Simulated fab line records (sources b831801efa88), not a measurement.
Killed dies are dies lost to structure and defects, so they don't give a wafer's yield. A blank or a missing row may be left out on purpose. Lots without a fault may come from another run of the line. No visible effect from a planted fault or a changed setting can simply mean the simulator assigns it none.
fab line records || flow gf180mcu
[record] {"lots": 7, "wafers": 21, "last-day": 35}
route steps=602 shown V4@476
lots untouched by any fault: they come from a run of this same line in which no faults occurred
start-h: hours from the record's first day to the start of the lot's first wafer shown || wait-h: time in hours since the lot's previous step || " same as the row above || L1.1+2: one row covering several wafers at once || - no value present, or no start provided || * or withheld: withheld || < > ~ a bound
route shown NAME@n: names a module that has steps shown in the file, with the first one's number in the route || usual: average and standard deviation across the fault-free wafers || same: alike in all rows || chamber/n: place in a boat || sites: the reading at each site || _std_site: the values' standard deviation || _edge_site: inner sites' mean taken away from outer sites' mean || radius-mm: how far each site lies from the wafer's centre || mask NAME#n: copy n || behind: the last tool/chamber to shape the wafer || hold: cause of the lot's hold/its duration in hours/its outcome || device: names the non-switching transistor (n, p or np) || end of line: the same wafers' tests at the end of the route || for a step that has no rows: nothing shown but its recipe || killed: dies that structure and defects cost at the first sort, which is not the same as the wafer's yield || map: per-die view of a wafer (x killed, . not killed, _ where there is no die)
set.NAME: the setting the step ran with; set.NAME@STEP: the setting that earlier step ran with || model.NAME: the simulator's own value behind a step, which no gauge read
a table for each step, a row for each wafer; lots at some steps of the route
services: a tool's chamber out of use, with start hour (start-h, from the record's first day; less than 0 if before it), hours out, and reason
[[steps]]
[step GF_V4_CVD_00]
[recipe] {"material": "SiO2", "target-thk-nm": 600, "sigma-open-frac": 0.3, "temp-c": 400, "time-s": 100, "sih4-flow-sccm": 60, "pressure-mtorr": 6}
[step GF_V4_THK_MEAS_01]
[recipe] {"reads": "SiO2_of_V4_CVD_00"}
[usual] {"V4_CVD_00_THK": "597/6"}
{"lot.wafer": "L901.1", "tool": "film-metro-01", "chamber": "-", "start-h": 580.35, "wait-h": 0.0, "V4_CVD_00_THK[nm]": 603}
{"lot.wafer": "L901.3", "tool": "film-metro-01", "chamber": "-", "start-h": 580.35, "wait-h": 0.0, "V4_CVD_00_THK[nm]": 594}
{"lot.wafer": "L901.6", "tool": "film-metro-01", "chamber": "-", "start-h": 580.35, "wait-h": 0.0, "V4_CVD_00_THK[nm]": 594}
{"lot.wafer": "L902.2", "tool": "film-metro-02", "chamber": "-", "start-h": 595.89, "wait-h": 0.0, "V4_CVD_00_THK[nm]": 606}
{"lot.wafer": "L902.3", "tool": "film-metro-02", "chamber": "-", "start-h": 595.89, "wait-h": 0.0, "V4_CVD_00_THK[nm]": 597}
{"lot.wafer": "L902.4", "tool": "film-metro-02", "chamber": "-", "start-h": 595.89, "wait-h": 0.0, "V4_CVD_00_THK[nm]": 598}
{"lot.wafer": "L903.1", "tool": "film-metro-02", "chamber": "-", "start-h": 604.82, "wait-h": 0.0, "V4_CVD_00_THK[nm]": 595}
{"lot.wafer": "L903.4", "tool": "film-metro-02", "chamber": "-", "start-h": 604.82, "wait-h": 0.0, "V4_CVD_00_THK[nm]": 603}
{"lot.wafer": "L903.6", "tool": "film-metro-02", "chamber": "-", "start-h": 604.82, "wait-h": 0.0, "V4_CVD_00_THK[nm]": 596}
{"lot.wafer": "L910.1", "tool": "film-metro-01", "chamber": "-", "start-h": 646.97, "wait-h": 0.0, "V4_CVD_00_THK[nm]": 592}
{"lot.wafer": "L910.3", "tool": "film-metro-01", "chamber": "-", "start-h": 646.97, "wait-h": 0.0, "V4_CVD_00_THK[nm]": 590}
{"lot.wafer": "L910.6", "tool": "film-metro-01", "chamber": "-", "start-h": 646.97, "wait-h": 0.0, "V4_CVD_00_THK[nm]": 595}
{"lot.wafer": "L912.1", "tool": "film-metro-04", "chamber": "-", "start-h": 666.75, "wait-h": 0.0, "V4_CVD_00_THK[nm]": 608}
{"lot.wafer": "L912.3", "tool": "film-metro-04", "chamber": "-", "start-h": 666.75, "wait-h": 0.0, "V4_CVD_00_THK[nm]": 597}
{"lot.wafer": "L912.5", "tool": "film-metro-04", "chamber": "-", "start-h": 666.75, "wait-h": 0.0, "V4_CVD_00_THK[nm]": 609}
{"lot.wafer": "L917.1", "tool": "film-metro-01", "chamber": "-", "start-h": 700.73, "wait-h": 0.0, "V4_CVD_00_THK[nm]": 600}
{"lot.wafer": "L917.3", "tool": "film-metro-01", "chamber": "-", "start-h": 700.73, "wait-h": 0.0, "V4_CVD_00_THK[nm]": 595}
{"lot.wafer": "L917.6", "tool": "film-metro-01", "chamber": "-", "start-h": 700.73, "wait-h": 0.0, "V4_CVD_00_THK[nm]": 611}
{"lot.wafer": "L920.2", "tool": "film-metro-02", "chamber": "-", "start-h": 719.52, "wait-h": 0.0, "V4_CVD_00_THK[nm]": 595}
{"lot.wafer": "L920.3", "tool": "film-metro-02", "chamber": "-", "start-h": 719.52, "wait-h": 0.0, "V4_CVD_00_THK[nm]": 598}
{"lot.wafer": "L920.5", "tool": "film-metro-02", "chamber": "-", "start-h": 719.52, "wait-h": 0.0, "V4_CVD_00_THK[nm]": 586}
[step GF_V4_CVD_02]
[recipe] {"material": "SiO2", "target-thk-nm": 850, "precursor": "TEOS", "temp-c": 400, "time-s": 94.851, "rf-w": 600}
[usual] {"heater-power-w": "633/80"}
[same] {"time-s": 94.851}
{"lot.wafer": "L901.1", "tool": "pecvd-03", "chamber": 0, "start-h": 580.41, "wait-h": 0.1, "heater-power-w": 744}
{"lot.wafer": "L901.3", "tool": "pecvd-03", "chamber": 2, "start-h": 580.41, "wait-h": 0.1, "heater-power-w": 678}
{"lot.wafer": "L901.6", "tool": "pecvd-03", "chamber": 1, "start-h": 580.41, "wait-h": 0.1, "heater-power-w": 612}
{"lot.wafer": "L902.2", "tool": "pecvd-04", "chamber": 2, "start-h": 595.94, "wait-h": 0.0, "heater-power-w": 607}
{"lot.wafer": "L902.3", "tool": "pecvd-04", "chamber": 1, "start-h": 595.94, "wait-h": 0.0, "heater-power-w": 537}
{"lot.wafer": "L902.4", "tool": "pecvd-04", "chamber": 2, "start-h": 595.94, "wait-h": 0.0, "heater-power-w": 642}
{"lot.wafer": "L903.1", "tool": "pecvd-04", "chamber": 0, "start-h": 604.88, "wait-h": 0.1, "heater-power-w": 681}
{"lot.wafer": "L903.4", "tool": "pecvd-04", "chamber": 1, "start-h": 604.88, "wait-h": 0.1, "heater-power-w": 602}
{"lot.wafer": "L903.6", "tool": "pecvd-04", "chamber": 0, "start-h": 604.88, "wait-h": 0.1, "heater-power-w": 544}
{"lot.wafer": "L910.1", "tool": "pecvd-03", "chamber": 2, "start-h": 647.03, "wait-h": 0.1, "heater-power-w": 711}
{"lot.wafer": "L910.3", "tool": "pecvd-03", "chamber": 1, "start-h": 647.03, "wait-h": 0.1, "heater-power-w": 634}
{"lot.wafer": "L910.6", "tool": "pecvd-03", "chamber": 2, "start-h": 647.03, "wait-h": 0.1, "heater-power-w": 745}
{"lot.wafer": "L912.1", "tool": "pecvd-03", "chamber": 1, "start-h": 666.81, "wait-h": 0.1, "heater-power-w": 757}
{"lot.wafer": "L912.3", "tool": "pecvd-03", "chamber": 0, "start-h": 666.81, "wait-h": 0.1, "heater-power-w": 659}
{"lot.wafer": "L912.5", "tool": "pecvd-03", "chamber": 2, "start-h": 666.81, "wait-h": 0.1, "heater-power-w": 721}
{"lot.wafer": "L917.1", "tool": "pecvd-02", "chamber": 0, "start-h": 700.79, "wait-h": 0.1, "heater-power-w": 446}
{"lot.wafer": "L917.3", "tool": "pecvd-02", "chamber": 2, "start-h": 700.79, "wait-h": 0.1, "heater-power-w": 517}
{"lot.wafer": "L917.6", "tool": "pecvd-02", "chamber": 2, "start-h": 700.79, "wait-h": 0.1, "heater-power-w": 551}
{"lot.wafer": "L920.2", "tool": "pecvd-04", "chamber": 0, "start-h": 719.57, "wait-h": 0.0, "heater-power-w": 544}
{"lot.wafer": "L920.3", "tool": "pecvd-04", "chamber": 2, "start-h": 719.57, "wait-h": 0.0, "heater-power-w": 614}
{"lot.wafer": "L920.5", "tool": "pecvd-04", "chamber": 0, "start-h": 719.57, "wait-h": 0.0, "heater-power-w": 595}
[step GF_V4_THK_MEAS_03]
[recipe] {"reads": "SiO2_of_V4_CVD_02"}
[usual] {"V4_CVD_02_THK": "851/13"}
{"lot.wafer": "L901.1", "tool": "film-metro-02", "chamber": "-", "start-h": 580.48, "wait-h": 0.0, "V4_CVD_02_THK[nm]": 845}
{"lot.wafer": "L901.3", "tool": "film-metro-02", "chamber": "-", "start-h": 580.48, "wait-h": 0.0, "V4_CVD_02_THK[nm]": 838}
{"lot.wafer": "L901.6", "tool": "film-metro-02", "chamber": "-", "start-h": 580.48, "wait-h": 0.0, "V4_CVD_02_THK[nm]": 867}
{"lot.wafer": "L902.2", "tool": "film-metro-01", "chamber": "-", "start-h": 596.02, "wait-h": 0.0, "V4_CVD_02_THK[nm]": 843}
{"lot.wafer": "L902.3", "tool": "film-metro-01", "chamber": "-", "start-h": 596.02, "wait-h": 0.0, "V4_CVD_02_THK[nm]": 853}
{"lot.wafer": "L902.4", "tool": "film-metro-01", "chamber": "-", "start-h": 596.02, "wait-h": 0.0, "V4_CVD_02_THK[nm]": 856}
{"lot.wafer": "L903.1", "tool": "film-metro-02", "chamber": "-", "start-h": 604.97, "wait-h": 0.1, "V4_CVD_02_THK[nm]": 863}
{"lot.wafer": "L903.4", "tool": "film-metro-02", "chamber": "-", "start-h": 604.97, "wait-h": 0.1, "V4_CVD_02_THK[nm]": 873}
{"lot.wafer": "L903.6", "tool": "film-metro-02", "chamber": "-", "start-h": 604.97, "wait-h": 0.1, "V4_CVD_02_THK[nm]": 874}
{"lot.wafer": "L910.1", "tool": "film-metro-02", "chamber": "-", "start-h": 647.10, "wait-h": 0.0, "V4_CVD_02_THK[nm]": 848}
{"lot.wafer": "L910.3", "tool": "film-metro-02", "chamber": "-", "start-h": 647.10, "wait-h": 0.0, "V4_CVD_02_THK[nm]": 855}
{"lot.wafer": "L910.6", "tool": "film-metro-02", "chamber": "-", "start-h": 647.10, "wait-h": 0.0, "V4_CVD_02_THK[nm]": 857}
{"lot.wafer": "L912.1", "tool": "film-metro-01", "chamber": "-", "start-h": 666.88, "wait-h": 0.0, "V4_CVD_02_THK[nm]": 839}
{"lot.wafer": "L912.3", "tool": "film-metro-01", "chamber": "-", "start-h": 666.88, "wait-h": 0.0, "V4_CVD_02_THK[nm]": 828}
{"lot.wafer": "L912.5", "tool": "film-metro-01", "chamber": "-", "start-h": 666.88, "wait-h": 0.0, "V4_CVD_02_THK[nm]": 859}
{"lot.wafer": "L917.1", "tool": "film-metro-04", "chamber": "-", "start-h": 700.86, "wait-h": 0.0, "V4_CVD_02_THK[nm]": 836}
{"lot.wafer": "L917.3", "tool": "film-metro-04", "chamber": "-", "start-h": 700.86, "wait-h": 0.0, "V4_CVD_02_THK[nm]": 859}
{"lot.wafer": "L917.6", "tool": "film-metro-04", "chamber": "-", "start-h": 700.86, "wait-h": 0.0, "V4_CVD_02_THK[nm]": 864}
{"lot.wafer": "L920.2", "tool": "film-metro-01", "chamber": "-", "start-h": 719.65, "wait-h": 0.0, "V4_CVD_02_THK[nm]": 846}
{"lot.wafer": "L920.3", "tool": "film-metro-01", "chamber": "-", "start-h": 719.65, "wait-h": 0.0, "V4_CVD_02_THK[nm]": 843}
{"lot.wafer": "L920.5", "tool": "film-metro-01", "chamber": "-", "start-h": 719.65, "wait-h": 0.0, "V4_CVD_02_THK[nm]": 865}
[step GF_V4_CMP_04]
[recipe] {"material": "SiO2", "down-force-psi": 4, "platen-rpm": 60, "pad-velocity-m-s": 0.94248}
[usual] {"motor-current-A": "12.1/1.7", "time-to-endpoint-s": "82/6.8"}
{"lot.wafer": "L901.1", "tool": "cmp-01", "chamber": 1, "start-h": 580.59, "wait-h": 0.1, "motor-current-A": 12.0, "time-to-endpoint-s": 73}
{"lot.wafer": "L901.3", "tool": "cmp-01", "chamber": 3, "start-h": 580.59, "wait-h": 0.1, "motor-current-A": 11.3, "time-to-endpoint-s": 74}
{"lot.wafer": "L901.6", "tool": "cmp-01", "chamber": 1, "start-h": 580.59, "wait-h": 0.1, "motor-current-A": 11.9, "time-to-endpoint-s": 79}
{"lot.wafer": "L902.4", "tool": "cmp-02", "chamber": 3, "start-h": 596.07, "wait-h": 0.0, "motor-current-A": 13.8, "time-to-endpoint-s": 88}
{"lot.wafer": "L902.2", "tool": "cmp-02", "chamber": 1, "start-h": 596.07, "wait-h": 0.0, "motor-current-A": 12.5, "time-to-endpoint-s": 77}
{"lot.wafer": "L902.3", "tool": "cmp-02", "chamber": 2, "start-h": 596.07, "wait-h": 0.0, "motor-current-A": 9.7, "time-to-endpoint-s": 81}
{"lot.wafer": "L903.1", "tool": "cmp-01", "chamber": 0, "start-h": 605.13, "wait-h": 0.1, "motor-current-A": 10.3, "time-to-endpoint-s": 83}
{"lot.wafer": "L903.4", "tool": "cmp-01", "chamber": 1, "start-h": 605.13, "wait-h": 0.1, "motor-current-A": 11.7, "time-to-endpoint-s": 85}
{"lot.wafer": "L903.6", "tool": "cmp-01", "chamber": 2, "start-h": 605.13, "wait-h": 0.1, "motor-current-A": 14.4, "time-to-endpoint-s": 89}
{"lot.wafer": "L910.3", "tool": "cmp-01", "chamber": 2, "start-h": 647.21, "wait-h": 0.1, "motor-current-A": 14.3, "time-to-endpoint-s": 78}
{"lot.wafer": "L910.1", "tool": "cmp-01", "chamber": 3, "start-h": 647.21, "wait-h": 0.1, "motor-current-A": 10.5, "time-to-endpoint-s": 78}
{"lot.wafer": "L910.6", "tool": "cmp-01", "chamber": 2, "start-h": 647.21, "wait-h": 0.1, "motor-current-A": 14.5, "time-to-endpoint-s": 77}
{"lot.wafer": "L912.1", "tool": "cmp-02", "chamber": 3, "start-h": 667.05, "wait-h": 0.2, "motor-current-A": 13.7, "time-to-endpoint-s": 86}
{"lot.wafer": "L912.3", "tool": "cmp-02", "chamber": 1, "start-h": 667.05, "wait-h": 0.2, "motor-current-A": 12.4, "time-to-endpoint-s": 74}
{"lot.wafer": "L912.5", "tool": "cmp-02", "chamber": 3, "start-h": 667.05, "wait-h": 0.2, "motor-current-A": 13.7, "time-to-endpoint-s": 91}
{"lot.wafer": "L917.3", "tool": "cmp-02", "chamber": 0, "start-h": 701.31, "wait-h": 0.4, "motor-current-A": 13.5, "time-to-endpoint-s": 86}
{"lot.wafer": "L917.1", "tool": "cmp-02", "chamber": 2, "start-h": 701.31, "wait-h": 0.4, "motor-current-A": 9.7, "time-to-endpoint-s": 80}
{"lot.wafer": "L917.6", "tool": "cmp-02", "chamber": 0, "start-h": 701.31, "wait-h": 0.4, "motor-current-A": 13.0, "time-to-endpoint-s": 89}
{"lot.wafer": "L920.2", "tool": "cmp-02", "chamber": 0, "start-h": 719.70, "wait-h": 0.0, "motor-current-A": 13.2, "time-to-endpoint-s": 86}
{"lot.wafer": "L920.3", "tool": "cmp-02", "chamber": 1, "start-h": 719.70, "wait-h": 0.0, "motor-current-A": 12.0, "time-to-endpoint-s": 84}
{"lot.wafer": "L920.5", "tool": "cmp-02", "chamber": 1, "start-h": 719.70, "wait-h": 0.0, "motor-current-A": 12.2, "time-to-endpoint-s": 92}
[step GF_V4_BOW_MEAS_05]
[recipe] {"mode": "bow"}
[usual] {"V4_BOW": "134/7.1"}
{"lot.wafer": "L901.1", "tool": "film-metro-01", "chamber": "-", "start-h": 580.84, "wait-h": 0.2, "V4_BOW[um]": 131}
{"lot.wafer": "L901.3", "tool": "film-metro-01", "chamber": "-", "start-h": 580.84, "wait-h": 0.2, "V4_BOW[um]": 124}
{"lot.wafer": "L901.6", "tool": "film-metro-01", "chamber": "-", "start-h": 580.84, "wait-h": 0.2, "V4_BOW[um]": 142}
{"lot.wafer": "L902.2", "tool": "film-metro-02", "chamber": "-", "start-h": 596.39, "wait-h": 0.2, "V4_BOW[um]": 138}
{"lot.wafer": "L902.3", "tool": "film-metro-02", "chamber": "-", "start-h": 596.39, "wait-h": 0.2, "V4_BOW[um]": 131}
{"lot.wafer": "L902.4", "tool": "film-metro-02", "chamber": "-", "start-h": 596.39, "wait-h": 0.2, "V4_BOW[um]": 153}
{"lot.wafer": "L903.1", "tool": "film-metro-01", "chamber": "-", "start-h": 605.33, "wait-h": 0.1, "V4_BOW[um]": 130}
{"lot.wafer": "L903.4", "tool": "film-metro-01", "chamber": "-", "start-h": 605.33, "wait-h": 0.1, "V4_BOW[um]": 122}
{"lot.wafer": "L903.6", "tool": "film-metro-01", "chamber": "-", "start-h": 605.33, "wait-h": 0.1, "V4_BOW[um]": 130}
{"lot.wafer": "L910.1", "tool": "film-metro-02", "chamber": "-", "start-h": 647.46, "wait-h": 0.1, "V4_BOW[um]": 144}
{"lot.wafer": "L910.3", "tool": "film-metro-02", "chamber": "-", "start-h": 647.46, "wait-h": 0.1, "V4_BOW[um]": 139}
{"lot.wafer": "L910.6", "tool": "film-metro-02", "chamber": "-", "start-h": 647.46, "wait-h": 0.1, "V4_BOW[um]": 141}
{"lot.wafer": "L912.1", "tool": "film-metro-01", "chamber": "-", "start-h": 667.30, "wait-h": 0.2, "V4_BOW[um]": 144}
{"lot.wafer": "L912.3", "tool": "film-metro-01", "chamber": "-", "start-h": 667.30, "wait-h": 0.2, "V4_BOW[um]": 134}
{"lot.wafer": "L912.5", "tool": "film-metro-01", "chamber": "-", "start-h": 667.30, "wait-h": 0.2, "V4_BOW[um]": 134}
{"lot.wafer": "L917.1", "tool": "film-metro-04", "chamber": "-", "start-h": 701.56, "wait-h": 0.1, "V4_BOW[um]": 134}
{"lot.wafer": "L917.3", "tool": "film-metro-04", "chamber": "-", "start-h": 701.56, "wait-h": 0.1, "V4_BOW[um]": 120}
{"lot.wafer": "L917.6", "tool": "film-metro-04", "chamber": "-", "start-h": 701.56, "wait-h": 0.1, "V4_BOW[um]": 136}
{"lot.wafer": "L920.2", "tool": "film-metro-01", "chamber": "-", "start-h": 720.02, "wait-h": 0.3, "V4_BOW[um]": 133}
{"lot.wafer": "L920.3", "tool": "film-metro-01", "chamber": "-", "start-h": 720.02, "wait-h": 0.3, "V4_BOW[um]": 140}
{"lot.wafer": "L920.5", "tool": "film-metro-01", "chamber": "-", "start-h": 720.02, "wait-h": 0.3, "V4_BOW[um]": 133}
[step GF_V4_DEHYDRATE_06]
[recipe] {"temp-c": 200, "time-s": 60}
[step GF_V4_HMDS_07]
[recipe] {"prime-time-s": 60, "prime-temp-c": 120}
[step GF_V4_COAT_08]
[recipe] {"resist": "BARC", "temp-c": "withheld", "time-s": "withheld", "spin-rpm": "withheld", "resist-thk-nm": "withheld"}
[step GF_V4_COAT_09]
[recipe] {"resist": "KrF", "spin-rpm": "withheld", "resist-thk-nm": 1000}
[step GF_V4_SOFTBAKE_10]
[recipe] {"temp-c": 130, "time-s": 60, "resist": "KrF"}
[step GF_V4_EXPOSE_11]
[recipe] {"mask-id": "Via4", "target-cd-nm": 260, "na": 0.68, "source-shape": "conventional", "sigma-outer": 0.6, "dose-mj": 38}
[step GF_V4_PEB_12]
[recipe] {"peb-temp-c": 135, "peb-time-s": 90, "resist": "KrF"}
[usual] {"chill-plate-temp-C": "23.00/0.1", "exhaust-pa": "45.2/0.89", "heater-power-total-W": "85.69/0.087"}
{"lot.wafer": "L901.1", "tool": "litho-track-02", "chamber": "-", "start-h": 602.01, "wait-h": "-", "chill-plate-temp-C": "-", "exhaust-pa": "-", "heater-power-total-W": "-"}
{"lot.wafer": "L901.3", "tool": "litho-track-02", "chamber": "-", "start-h": 602.01, "wait-h": "-", "chill-plate-temp-C": "-", "exhaust-pa": "-", "heater-power-total-W": "-"}
{"lot.wafer": "L901.6", "tool": "litho-track-02", "chamber": "-", "start-h": 602.01, "wait-h": "-", "chill-plate-temp-C": "-", "exhaust-pa": "-", "heater-power-total-W": "-"}
{"lot.wafer": "L902.2", "tool": "litho-track-03", "chamber": "-", "start-h": 617.56, "wait-h": "-", "chill-plate-temp-C": "-", "exhaust-pa": "-", "heater-power-total-W": "-"}
{"lot.wafer": "L902.3", "tool": "litho-track-03", "chamber": "-", "start-h": 617.56, "wait-h": "-", "chill-plate-temp-C": "-", "exhaust-pa": "-", "heater-power-total-W": "-"}
{"lot.wafer": "L902.4", "tool": "litho-track-03", "chamber": "-", "start-h": 617.56, "wait-h": "-", "chill-plate-temp-C": "-", "exhaust-pa": "-", "heater-power-total-W": "-"}
{"lot.wafer": "L903.1", "tool": "litho-track-04", "chamber": "-", "start-h": 626.35, "wait-h": "-", "chill-plate-temp-C": "-", "exhaust-pa": "-", "heater-power-total-W": "-"}
{"lot.wafer": "L903.4", "tool": "litho-track-04", "chamber": "-", "start-h": 626.35, "wait-h": "-", "chill-plate-temp-C": "-", "exhaust-pa": "-", "heater-power-total-W": "-"}
{"lot.wafer": "L903.6", "tool": "litho-track-04", "chamber": "-", "start-h": 626.35, "wait-h": "-", "chill-plate-temp-C": "-", "exhaust-pa": "-", "heater-power-total-W": "-"}
{"lot.wafer": "L910.1", "tool": "litho-track-04", "chamber": 0, "start-h": 666.90, "wait-h": "-", "chill-plate-temp-C": 22.92, "exhaust-pa": 44.8, "heater-power-total-W": 85.74}
{"lot.wafer": "L910.3", "tool": "litho-track-04", "chamber": 0, "start-h": 666.90, "wait-h": "-", "chill-plate-temp-C": 23.04, "exhaust-pa": 45.8, "heater-power-total-W": 85.73}
{"lot.wafer": "L910.6", "tool": "litho-track-04", "chamber": 0, "start-h": 666.90, "wait-h": "-", "chill-plate-temp-C": 23.04, "exhaust-pa": 45.2, "heater-power-total-W": 85.83}
{"lot.wafer": "L912.1", "tool": "litho-track-04", "chamber": 0, "start-h": 686.85, "wait-h": "-", "chill-plate-temp-C": 23.09, "exhaust-pa": 45.2, "heater-power-total-W": 85.61}
{"lot.wafer": "L912.3", "tool": "litho-track-04", "chamber": 0, "start-h": 686.85, "wait-h": "-", "chill-plate-temp-C": 22.82, "exhaust-pa": 44.8, "heater-power-total-W": 85.77}
{"lot.wafer": "L912.5", "tool": "litho-track-04", "chamber": 0, "start-h": 686.85, "wait-h": "-", "chill-plate-temp-C": 23.13, "exhaust-pa": 44.8, "heater-power-total-W": 85.80}
{"lot.wafer": "L917.1", "tool": "litho-track-02", "chamber": 0, "start-h": 719.26, "wait-h": "-", "chill-plate-temp-C": 23.08, "exhaust-pa": 44.9, "heater-power-total-W": 85.59}
{"lot.wafer": "L917.3", "tool": "litho-track-02", "chamber": 0, "start-h": 719.26, "wait-h": "-", "chill-plate-temp-C": 23.04, "exhaust-pa": 45.7, "heater-power-total-W": 85.82}
{"lot.wafer": "L917.6", "tool": "litho-track-02", "chamber": 0, "start-h": 719.26, "wait-h": "-", "chill-plate-temp-C": 22.97, "exhaust-pa": 45.0, "heater-power-total-W": 85.67}
{"lot.wafer": "L920.2", "tool": "litho-track-03", "chamber": 0, "start-h": 738.26, "wait-h": "-", "chill-plate-temp-C": 22.91, "exhaust-pa": 45.3, "heater-power-total-W": 85.82}
{"lot.wafer": "L920.3", "tool": "litho-track-03", "chamber": 0, "start-h": 738.26, "wait-h": "-", "chill-plate-temp-C": 22.85, "exhaust-pa": 44.0, "heater-power-total-W": 85.66}
{"lot.wafer": "L920.5", "tool": "litho-track-03", "chamber": 0, "start-h": 738.26, "wait-h": "-", "chill-plate-temp-C": 22.89, "exhaust-pa": 45.5, "heater-power-total-W": 85.83}
[step GF_V4_DEVELOP_13]
[recipe] {"develop-time-s": 60, "resist": "KrF", "dev-temp-c": 21}
[[services]]
{"tool": "cmp-01", "chamber": "-", "start-h": 560.13, "hours": 3.6, "kind": "repair"}
{"tool": "cmp-02", "chamber": "-", "start-h": 572.17, "hours": 4.0, "kind": "pm"}
{"tool": "cmp-02", "chamber": "-", "start-h": 576.17, "hours": "-", "kind": "consumable-replace:conditioner"}
{"tool": "cmp-02", "chamber": "-", "start-h": 576.17, "hours": "-", "kind": "consumable-replace:pad"}
{"tool": "pecvd-04", "chamber": "-", "start-h": 584.67, "hours": 0.3, "kind": "repair"}
{"tool": "pecvd-02", "chamber": "-", "start-h": 591.12, "hours": 14.0, "kind": "pm"}
{"tool": "pecvd-02", "chamber": 0, "start-h": 591.12, "hours": 14.0, "kind": "vent-cycle"}
{"tool": "pecvd-02", "chamber": 1, "start-h": 591.12, "hours": 14.0, "kind": "vent-cycle"}
{"tool": "pecvd-02", "chamber": 2, "start-h": 591.12, "hours": 14.0, "kind": "vent-cycle"}
{"tool": "pecvd-02", "chamber": 0, "start-h": 605.12, "hours": "-", "kind": "clean"}
{"tool": "pecvd-02", "chamber": 1, "start-h": 605.12, "hours": "-", "kind": "clean"}
{"tool": "cmp-02", "chamber": "-", "start-h": 610.01, "hours": 0.2, "kind": "repair"}
{"tool": "cmp-01", "chamber": "-", "start-h": 621.00, "hours": 0.9, "kind": "repair"}
{"tool": "pecvd-02", "chamber": "-", "start-h": 624.07, "hours": 0.9, "kind": "repair"}
{"tool": "pecvd-04", "chamber": 2, "start-h": 634.76, "hours": 5.1, "kind": "repair"}
{"tool": "cmp-02", "chamber": "-", "start-h": 641.22, "hours": 12.4, "kind": "pm"}
{"tool": "cmp-02", "chamber": "-", "start-h": 668.84, "hours": 3.5, "kind": "pm"}
{"tool": "cmp-01", "chamber": "-", "start-h": 672.35, "hours": 6.1, "kind": "pm"}
{"tool": "cmp-02", "chamber": "-", "start-h": 700.25, "hours": 1.0, "kind": "repair"}
{"tool": "cmp-01", "chamber": "-", "start-h": 708.18, "hours": 0.3, "kind": "repair"}
{"tool": "cmp-01", "chamber": "-", "start-h": 709.09, "hours": 0.5, "kind": "repair"}
{"tool": "litho-track-02", "chamber": "-", "start-h": 715.67, "hours": "-", "kind": "consumable-replace:filter"}
{"tool": "cmp-01", "chamber": "-", "start-h": 734.83, "hours": 1.0, "kind": "repair"}
{"tool": "cmp-01", "chamber": "-", "start-h": 738.19, "hours": 1.2, "kind": "repair"}
[[key]]
[first-sign] {"step": "GF_V4_PEB_12", "reading": "tool-record", "direction": "missing"}
effect none on later readings
met-at GF_V4_PEB_12
struck-wafers L901.1,L901.3,L901.6,L902.2,L902.3,L902.4,L903.1,L903.4,L903.6
later-rows-left-out L901.1,L901.3,L901.6,L902.2,L902.3,L902.4,L903.1,L903.4,L903.6
sort-left-out L901.1,L901.3,L901.6,L902.2,L902.3,L902.4,L903.1,L903.4,L903.6
[fault] {"kind": "skipped-step-whole", "tool": "litho-track-02,litho-track-03,litho-track-04", "chamber": "-", "onset-h": 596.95, "steps": "GF_V4_PEB_12", "scope": "struck-lots-only"}
// sort-left-out: the simulated sort isn't trusted on such a fault, so these wafers' sort isn't shown, and their yield isn't known
// later-rows-left-out: the simulator's readings of these wafers behind a module that went badly wrong aren't trusted and aren't shown, but for the sort
